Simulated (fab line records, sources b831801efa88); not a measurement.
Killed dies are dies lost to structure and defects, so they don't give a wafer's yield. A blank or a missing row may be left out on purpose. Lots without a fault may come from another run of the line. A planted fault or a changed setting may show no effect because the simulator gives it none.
A struck lot beside a sound one | flow sky130 | 21 steps out of a route of 708
Sound: wafers L693.1, L693.4, L693.5. Struck: wafers L697.1, L697.2, L697.6. The cause comes at the end.
At each step with rows: each side's tool, then ch and its chambers, then its first start. Under that, the readings that differ: sound wafers | struck wafers | difference of the means | sigmas: that difference in standard deviations of wafers without a fault.
alike: readings whose means differ by less than 2 such deviations, and words and numbers that are the same on both sides. not compared: withheld readings, readings that some wafer has no value for, bounds like >300 that may hide the same value, and numbers for which the record gives no deviation and whose values overlap.
The two part at a step that has a row with sigmas, a row that says differs or no value, or rows on one side only. Numbers that don't overlap but have no deviation are shown without sigmas and don't part them. A reading that every wafer of one side lacks parts them only if that side has two wafers or more.

first, 3 steps without rows for these wafers: SKY_POLY_CUT_EXPOSE_05 (exposes mask NPCM, target cd 270 nm); SKY_POLY_CUT_PEB_06; SKY_POLY_CUT_DEVELOP_07 (develop time 60 s).
SKY_POLY_CUT_CD_MEAS_08: target cd 270 nm.
  sound on cd_sem-02, day 26 06:13; struck on cd_sem-01, day 28 01:40
  alike: cd_nm
SKY_POLY_CUT_OVL_MEAS_09:
  sound on overlay-02, day 26 06:20; struck on overlay-01, day 28 01:47
  alike: POLY_CUT_OVL
SKY_POLY_CUT_ETCH_10: etches BARC in N2/H2, stops on SiO2, time 45.9 s, target depth 60 nm.
  sound on rie_diel-04 ch 0,1,2, day 26 06:22; struck on rie_diel-03 ch 0,2,3, day 28 01:49
  alike: drypump_motor_current_A, oes_product_au, throttle_valve_pct
  not compared: rf_hours_counter_h
SKY_POLY_CUT_ETCH_11: etches Si3N4 in CF4/CH2F2/Ar, stops on poly-Si, time 42.5 s, target depth 60 nm.
  sound on rie_diel-04 ch 0,1,2, day 26 06:25; struck on rie_diel-03 ch 0,2,3, day 28 01:52
  alike: drypump_motor_current_A, oes_product_au, throttle_valve_pct
  not compared: rf_hours_counter_h
SKY_POLY_CUT_STRIP_12: strips in O2/N2.
  sound on plasma_asher-02 ch 0,1, day 26 06:27; struck on plasma_asher-02 ch 0,1, day 28 01:54
  reading                      | sound             | struck            | difference | sigmas
  strip_time_to_endpoint_s (s) | 5.342 5.350 5.361 | 5.397 5.399 5.373 | +0.039     | +2
  alike: drypump_motor_current_A, oes_product_au
  not compared: rf_hours_counter_h
then, 4 steps without rows for these wafers: SKY_SD_P_DEHYDRATE_00 (time 60 s); SKY_SD_P_HMDS_01 (prime time 60 s); SKY_SD_P_COAT_02 (resist thk 1140 nm); SKY_SD_P_SOFTBAKE_03 (time 60 s).
SKY_SD_P_EXPOSE_04: exposes mask PSDM, target cd 380 nm.
  sound on iline_stepper-01 ch 0, day 26 21:53; struck on iline_stepper-02 ch 0, day 28 15:19
  reading | sound                | struck                  | difference | sigmas
  mask    | PSDM#0 PSDM#0 PSDM#0 | LDNTM#0 LDNTM#0 LDNTM#0 | differs    |
then, 2 steps without rows for these wafers: SKY_SD_P_PEB_05; SKY_SD_P_DEVELOP_06 (develop time 60 s).
SKY_SD_P_CD_MEAS_07: target cd 380 nm.
  sound on cd_sem-01, day 27 11:37; struck on cd_sem-01, day 29 05:38
  reading    | sound             | struck | difference                    | sigmas
  cd_nm (nm) | 384.5 380.3 382.9 | - - -  | no value on the struck wafers |
SKY_SD_P_OVL_MEAS_08:
  sound on overlay-01, day 27 11:44; struck on overlay-01, day 29 05:46
  reading       | sound        | struck | difference                    | sigmas
  SD_P_OVL (nm) | 1.3 -0.4 1.5 | - - -  | no value on the struck wafers |
then, 1 step without rows for these wafers: SKY_SD_P_IMPLANT_09.
SKY_SD_P_STRIP_10: strips in O2/N2.
  sound on plasma_asher-03 ch 0,1, day 27 11:55; struck on plasma_asher-04 ch 0,1, day 29 05:56
  alike: drypump_motor_current_A, oes_product_au, strip_time_to_endpoint_s
  not compared: rf_hours_counter_h
SKY_SD_P_TW_MEAS_11:
  sound on film_metro-04, day 27 12:01; struck on film_metro-01, day 29 06:02
  reading | sound          | struck   | difference | sigmas
  SD_P_TW | 2832 2831 2827 | 30 30 30 | -2800      | -99 or more
then, 1 step without rows for these wafers: SKY_RES_XHIGH_DEHYDRATE_00 (time 60 s).

WHERE THEY PART
First at SKY_POLY_CUT_STRIP_12; last, within this record, at SKY_SD_P_TW_MEAS_11.

WHY: what the simulator had put in
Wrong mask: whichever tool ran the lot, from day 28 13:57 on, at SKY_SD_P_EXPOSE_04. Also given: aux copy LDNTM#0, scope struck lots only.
